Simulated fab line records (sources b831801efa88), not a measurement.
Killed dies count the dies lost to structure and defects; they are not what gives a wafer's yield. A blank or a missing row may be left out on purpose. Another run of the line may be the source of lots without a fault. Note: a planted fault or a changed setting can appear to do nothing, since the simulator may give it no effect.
Chamber matching    flow sky130    3 sister chambers for SKY_LI_CONTACT_HDPCVD_00 on hdpcvd-02
The step deposits PSG, target thk 930 nm, time 155 s. 14 wafers are shown with their chamber, then 7 later ones without.

## WAFERS PAIRED WITH THEIR CHAMBERS
wafer   chamber  run_length_s (s)
L448.2  1        184.0
L448.3  2        184.2
L448.4  2        183.6
L451.1  1        183.6
L451.2  2        184.0
L451.3  0        183.0
L456.1  0        183.5
L456.2  1        183.5
L456.6  1        184.1
L466.1  1        183.9
L466.2  0        183.2
L466.6  2        183.7
L468.2  2        183.8
L468.4  1        183.7

SIGNATURES (averages over the wafers above)
reading       chamber 0  chamber 1  chamber 2  scatter within a chamber
run_length_s  183.233    183.800    183.860    0.241
Rule: distance of a wafer from a chamber = root of the sum over the readings of ((wafer's reading minus chamber's mean) / reading's scatter) squared. The wafer belongs to the nearest chamber; if the next one is less than 2 further off, it can't be placed. The scatter: take each reading less its chamber's mean, square it, sum over the shown wafers, divide by the number of wafers less the number of chambers, and take the root.

## WAFERS WITH NO CHAMBER GIVEN
wafer   run_length_s (s)
L468.5  184.2
L470.1  184.5
L470.2  183.6
L470.5  183.8
L471.1  184.2
L471.2  184.1
L471.4  183.9

## CHAMBER TAKEN BY EACH
wafer   from the rows above           in truth
L468.5  can't be placed: 2 or 1       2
L470.1  can't be placed: 2 or 1       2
L470.2  can't be placed: 1 or 2 or 0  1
L470.5  can't be placed: 1 or 2       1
L471.1  can't be placed: 2 or 1       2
L471.2  can't be placed: 2 or 1       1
L471.4  can't be placed: 2 or 1       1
Correctly placed: 0 of 7. Cannot be placed on the basis of these rows: 7; the candidates contain the true chamber in 7. Wrongly placed: 0.
